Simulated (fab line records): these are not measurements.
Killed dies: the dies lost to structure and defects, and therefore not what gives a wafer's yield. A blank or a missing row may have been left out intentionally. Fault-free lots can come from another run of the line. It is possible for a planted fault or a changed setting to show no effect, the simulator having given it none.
Which tool is to blame?    flow gf180mcu    6 lots, 18 wafers sampled, at 1 step of a route of 602

== WHAT THE GAUGES SHOWED, per wafer ==
GF_POLY_GATE_THK_MEAS_01.
lot   measured      on            POLY_GATE_CVD_00_THK (nm)
L333  day 8 20:20   filmMetro-01  199.8 200.9 201.2
L339  day 10 09:38  filmMetro-01  200.6 201.0 200.5
L345  day 12 03:06  filmMetro-01  200.9 199.0 198.1
L349  day 13 09:56  filmMetro-01  202.5 201.4 202.2
L352  day 14 11:17  filmMetro-02  198.9 198.6 198.9
L354  day 14 16:06  filmMetro-03  200.0 199.7 199.8

== WHAT TOOL EACH LOT RAN ON (gives the tool, then ch and the chambers of the sampled wafers, and finally the start) ==
The record shows no process step preceding these readings.

== THE ANSWER, worked out from the rows above alone ==
Rule: what is usual is taken from the lots themselves. Put in order of their means at a reading, lots are off if they are a third of the lots or fewer, leave a main group of 4 or more, and stand apart from it by a gap of 3 or more times the standard deviation of the main group's means; of several such gaps the widest counts. If all means in a main group match to the digits the tables above print for the reading, that group is not used. Also off: a lot with no number at a reading for which 4 or more lots have one. The other lots that the step has rows for count as sound.
None of the lots is off at any reading shown; this tells nothing.

== WHAT THE SIMULATOR HAD PUT IN ==
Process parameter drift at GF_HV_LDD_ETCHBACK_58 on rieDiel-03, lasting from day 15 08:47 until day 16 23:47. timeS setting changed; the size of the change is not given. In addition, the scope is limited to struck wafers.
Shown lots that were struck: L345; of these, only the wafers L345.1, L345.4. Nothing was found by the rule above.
